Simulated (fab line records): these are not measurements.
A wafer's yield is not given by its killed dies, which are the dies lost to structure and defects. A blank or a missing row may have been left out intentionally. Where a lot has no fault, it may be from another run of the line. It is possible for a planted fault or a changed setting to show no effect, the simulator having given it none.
Which tool did it? :: flow gf180mcu :: Sampling: 14 lots, 42 wafers, 5 of 602 route steps

WHAT THE GAUGES READ, wafer by wafer
GF_V4_BOW_MEAS_05. Usual: V4_BOW 132 um, standard deviation 9.4.
lot: L943
measured: day 23 17:59
on: filmMetro-04
V4_BOW (um): 128 124 131
flag: 

lot: L944
measured: day 23 23:42
on: filmMetro-02
V4_BOW (um): 135 131 139
flag: 

lot: L945
measured: day 24 11:29
on: filmMetro-04
V4_BOW (um): 121 123 129
flag: 

lot: L946
measured: day 24 14:46
on: filmMetro-03
V4_BOW (um): 127 133 135
flag: 

lot: L948
measured: day 25 09:18
on: filmMetro-02
V4_BOW (um): 132 137 147
flag: 

lot: L953
measured: day 27 05:21
on: filmMetro-02
V4_BOW (um): 136 142 151
flag: 

lot: L954
measured: day 27 11:11
on: filmMetro-02
V4_BOW (um): 122 126 131
flag: 

lot: L956
measured: day 28 05:41
on: filmMetro-02
V4_BOW (um): 141 130 136
flag: 

lot: L960
measured: day 29 05:40
on: filmMetro-03
V4_BOW (um): 128 128 135
flag: 

lot: L961
measured: day 29 12:26
on: filmMetro-03
V4_BOW (um): 129 123 132
flag: 

lot: L962
measured: day 29 17:59
on: filmMetro-03
V4_BOW (um): 119 141 128
flag: 

lot: L963
measured: day 30 03:41
on: filmMetro-03
V4_BOW (um): 133 138 132
flag: 

lot: L965
measured: day 30 12:29
on: filmMetro-04
V4_BOW (um): 141 143 146
flag: 

lot: L966
measured: day 30 15:19
on: filmMetro-03
V4_BOW (um): 136 122 120
flag: 

GF_V5_BOW_MEAS_05. Usual: V5_BOW 131 um, standard deviation 9.6.
lot: L943
measured: day 26 14:48
on: filmMetro-01
V5_BOW (um): 132 129 135
flag: 

lot: L944
measured: day 26 20:17
on: filmMetro-03
V5_BOW (um): 135 132 140
flag: 

lot: L945
measured: day 27 07:06
on: filmMetro-01
V5_BOW (um): 118 122 127
flag: 

lot: L946
measured: day 27 10:49
on: filmMetro-04
V5_BOW (um): 126 130 135
flag: 

lot: L948
measured: day 28 03:50
on: filmMetro-03
V5_BOW (um): 126 130 142
flag: 

lot: L953
measured: day 29 19:40
on: filmMetro-01
V5_BOW (um): 138 149 153 - - -
flag: 

lot: L954
measured: day 30 02:02
on: filmMetro-01
V5_BOW (um): 121 132 130 - - -
flag: 

lot: L956
measured: day 30 18:40
on: filmMetro-04
V5_BOW (um): 138 127 131
flag: 

lot: L960
measured: day 31 15:53
on: filmMetro-04
V5_BOW (um): 128 126 135
flag: 

lot: L961
measured: day 31 22:37
on: filmMetro-04
V5_BOW (um): 127 121 131
flag: 

lot: L962
measured: day 32 02:58
on: filmMetro-03
V5_BOW (um): 114 136 121
flag: 

lot: L963
measured: day 32 12:38
on: filmMetro-04
V5_BOW (um): 134 140 136
flag: 

lot: L965
measured: day 32 19:59
on: filmMetro-01
V5_BOW (um): 141 143 145
flag: 

lot: L966
measured: day 32 23:12
on: filmMetro-04
V5_BOW (um): 140 127 126
flag: 

TOOL THAT RAN EACH LOT (tool first, then ch and the chambers of the sampled wafers, then the start)
lot: L943
GF_M4_METAL_ETCH_16: rieMetal-01 ch 0,1, day 23 16:41
GF_MIM_SPUTTER_04: pvdSputter-01, day 24 18:07
GF_V5_CMP_04: cmp-02 ch 0,1, day 26 14:33

lot: L944
GF_M4_METAL_ETCH_16: rieMetal-02 ch 0, day 23 22:26
GF_MIM_SPUTTER_04: pvdSputter-03, day 24 23:33
GF_V5_CMP_04: cmp-02 ch 0,2,3, day 26 20:01

lot: L945
GF_M4_METAL_ETCH_16: rieMetal-01 ch 0,1, day 24 09:48
GF_MIM_SPUTTER_04: pvdSputter-04, day 25 11:02
GF_V5_CMP_04: cmp-01 ch 0,1,2, day 27 06:52

lot: L946
GF_M4_METAL_ETCH_16: rieMetal-03 ch 0,1, day 24 13:25
GF_MIM_SPUTTER_04: pvdSputter-03, day 25 15:10
GF_V5_CMP_04: cmp-02 ch 0,1,2, day 27 10:37

lot: L948
GF_M4_METAL_ETCH_16: rieMetal-03 ch 0,1, day 25 07:53
GF_MIM_SPUTTER_04: pvdSputter-04, day 26 08:25
GF_V5_CMP_04: cmp-02 ch 0,1,3, day 28 03:34

lot: L953
GF_M4_METAL_ETCH_16: rieMetal-02 ch 0,1, day 27 04:04
GF_MIM_SPUTTER_04: pvdSputter-04, day 28 03:07
GF_V5_CMP_04: cmp-02 ch 0,1, day 29 19:24

lot: L954
GF_M4_METAL_ETCH_16: rieMetal-02 ch 0,1, day 27 09:57
GF_MIM_SPUTTER_04: pvdSputter-01, day 28 09:04
GF_V5_CMP_04: cmp-02 ch 0,2, day 30 01:42

lot: L956
GF_M4_METAL_ETCH_16: rieMetal-03 ch 0,1, day 28 04:25
GF_MIM_SPUTTER_04: pvdSputter-01, day 29 03:05
GF_V5_CMP_04: cmp-01 ch 0,2,3, day 30 18:28

lot: L960
GF_M4_METAL_ETCH_16: rieMetal-01 ch 0,1, day 29 04:25
GF_MIM_SPUTTER_04: pvdSputter-04, day 30 02:38
GF_V5_CMP_04: cmp-01 ch 0,3, day 31 15:37

lot: L961
GF_M4_METAL_ETCH_16: rieMetal-01 ch 0,1, day 29 11:14
GF_MIM_SPUTTER_04: pvdSputter-03, day 30 08:43
GF_V5_CMP_04: cmp-01 ch 0,3, day 31 22:19

lot: L962
GF_M4_METAL_ETCH_16: rieMetal-01 ch 0,1, day 29 16:45
GF_MIM_SPUTTER_04: pvdSputter-01, day 30 14:23
GF_V5_CMP_04: cmp-01 ch 0,2,3, day 32 02:42

lot: L963
GF_M4_METAL_ETCH_16: rieMetal-03 ch 0,1, day 30 02:26
GF_MIM_SPUTTER_04: pvdSputter-04, day 31 00:04
GF_V5_CMP_04: cmp-02 ch 0,1,2, day 32 12:20

lot: L965
GF_M4_METAL_ETCH_16: rieMetal-01 ch 0,1, day 30 10:52
GF_MIM_SPUTTER_04: pvdSputter-04, day 31 08:12
GF_V5_CMP_04: cmp-02 ch 0,1,3, day 32 19:40

lot: L966
GF_M4_METAL_ETCH_16: rieMetal-02 ch 0,1, day 30 13:53
GF_MIM_SPUTTER_04: pvdSputter-04, day 31 10:16
GF_V5_CMP_04: cmp-02 ch 1,2,3, day 32 22:59
- GF_M4_METAL_ETCH_16: etches the open film in Cl2/BCl3, stops on SiO2, target depth 627.5 nm, time 104.6 s.
- GF_MIM_SPUTTER_04: material TiN, target thk 50 nm, time 41.7 s.
- GF_V5_CMP_04: polishes SiO2.

AS READ BY THE TOOLS THEMSELVES (means over the sampled wafers that have a number; for cases with no such wafer, the mark the record gives instead)
GF_M4_METAL_ETCH_16. Usual: drypumpMotorCurrentA 5.61 A, standard deviation 0.17; oesProductAu 0.973 a.u., standard deviation 0.0081; throttleValvePct 28.249 %, standard deviation 0.01.
lot: L943
tool: rieMetal-01
drypumpMotorCurrentA (A): 5.75
oesProductAu (a.u.): 0.975
throttleValvePct (%): 28.248
flag: 

lot: L944
tool: rieMetal-02
drypumpMotorCurrentA (A): 5.32
oesProductAu (a.u.): 0.976
throttleValvePct (%): 28.238
flag: 

lot: L945
tool: rieMetal-01
drypumpMotorCurrentA (A): 5.75
oesProductAu (a.u.): 0.971
throttleValvePct (%): 28.247
flag: 

lot: L946
tool: rieMetal-03
drypumpMotorCurrentA (A): 5.60
oesProductAu (a.u.): 0.975
throttleValvePct (%): 28.245
flag: 

lot: L948
tool: rieMetal-03
drypumpMotorCurrentA (A): 5.59
oesProductAu (a.u.): 0.976
throttleValvePct (%): 28.231
flag: 

lot: L953
tool: rieMetal-02
drypumpMotorCurrentA (A): 5.36
oesProductAu (a.u.): 0.981
throttleValvePct (%): 28.252
flag: 

lot: L954
tool: rieMetal-02
drypumpMotorCurrentA (A): 5.36
oesProductAu (a.u.): 0.964
throttleValvePct (%): 28.247
flag: 

lot: L956
tool: rieMetal-03
drypumpMotorCurrentA (A): 5.57
oesProductAu (a.u.): 0.969
throttleValvePct (%): 28.247
flag: 

lot: L960
tool: rieMetal-01
drypumpMotorCurrentA (A): 5.75
oesProductAu (a.u.): 0.968
throttleValvePct (%): 28.248
flag: 

lot: L961
tool: rieMetal-01
drypumpMotorCurrentA (A): 5.75
oesProductAu (a.u.): 0.973
throttleValvePct (%): 28.244
flag: 

lot: L962
tool: rieMetal-01
drypumpMotorCurrentA (A): 5.75
oesProductAu (a.u.): 0.962
throttleValvePct (%): 28.256
flag: 

lot: L963
tool: rieMetal-03
drypumpMotorCurrentA (A): 5.60
oesProductAu (a.u.): 0.958
throttleValvePct (%): 28.270
flag: 

lot: L965
tool: rieMetal-01
drypumpMotorCurrentA (A): 5.75
oesProductAu (a.u.): 0.979
throttleValvePct (%): 28.248
flag: 

lot: L966
tool: rieMetal-02
drypumpMotorCurrentA (A): 5.36
oesProductAu (a.u.): 0.960
throttleValvePct (%): 28.256
flag: 

GF_MIM_SPUTTER_04. Usual: throttleValvePct at 29.9 %, with a standard deviation of 0.87.
lot: L943
tool: pvdSputter-01
throttleValvePct (%): 30.5
flag: 

lot: L944
tool: pvdSputter-03
throttleValvePct (%): 30.4
flag: 

lot: L945
tool: pvdSputter-04
throttleValvePct (%): 29.2
flag: 

lot: L946
tool: pvdSputter-03
throttleValvePct (%): 30.6
flag: 

lot: L948
tool: pvdSputter-04
throttleValvePct (%): 29.0
flag: 

lot: L953
tool: pvdSputter-04
throttleValvePct (%): 29.4
flag: 

lot: L954
tool: pvdSputter-01
throttleValvePct (%): 29.8
flag: 

lot: L956
tool: pvdSputter-01
throttleValvePct (%): 30.6
flag: 

lot: L960
tool: pvdSputter-04
throttleValvePct (%): 29.2
flag: 

lot: L961
tool: pvdSputter-03
throttleValvePct (%): 30.6
flag: 

lot: L962
tool: pvdSputter-01
throttleValvePct (%): 30.4
flag: 

lot: L963
tool: pvdSputter-04
throttleValvePct (%): 28.9
flag: 

lot: L965
tool: pvdSputter-04
throttleValvePct (%): 28.8
flag: 

lot: L966
tool: pvdSputter-04
throttleValvePct (%): 29.3
flag: 

GF_V5_CMP_04. Usual: motorCurrentA at 12.6 A, with a standard deviation of 1.
lot: L943
tool: cmp-02
motorCurrentA (A): 12.6
flag: 

lot: L944
tool: cmp-02
motorCurrentA (A): 11.6
flag: 

lot: L945
tool: cmp-01
motorCurrentA (A): 12.6
flag: 

lot: L946
tool: cmp-02
motorCurrentA (A): 12.2
flag: 

lot: L948
tool: cmp-02
motorCurrentA (A): 12.9
flag: 

lot: L953
tool: cmp-02
motorCurrentA (A): 12.0
flag: 

lot: L954
tool: cmp-02
motorCurrentA (A): 11.5
flag: 

lot: L956
tool: cmp-01
motorCurrentA (A): 13.3
flag: 

lot: L960
tool: cmp-01
motorCurrentA (A): 13.4
flag: 

lot: L961
tool: cmp-01
motorCurrentA (A): 13.2
flag: 

lot: L962
tool: cmp-01
motorCurrentA (A): 13.6
flag: 

lot: L963
tool: cmp-02
motorCurrentA (A): 12.4
flag: 

lot: L965
tool: cmp-02
motorCurrentA (A): 12.7
flag: 

lot: L966
tool: cmp-02
motorCurrentA (A): 12.5
flag: 

THE ANSWER, worked out from the rows above alone
Rule: a lot is off if the mean of its wafers that have a number lies more than 3 standard deviations from the usual mean. A lot without any number at a reading at which 4 lots or more have one is off too. Where the step has rows for the other lots, those lots are counted as sound. First the gauges in route order, then the tools' own readings, where a lot's mean is used as printed above. At the first step where some lot is off, the reading lying furthest off is the one used; lots without a number count as furthest.
Across all readings shown, no lot is off: no conclusion can be drawn from this.

WHAT WAS PUT IN BY THE SIMULATOR
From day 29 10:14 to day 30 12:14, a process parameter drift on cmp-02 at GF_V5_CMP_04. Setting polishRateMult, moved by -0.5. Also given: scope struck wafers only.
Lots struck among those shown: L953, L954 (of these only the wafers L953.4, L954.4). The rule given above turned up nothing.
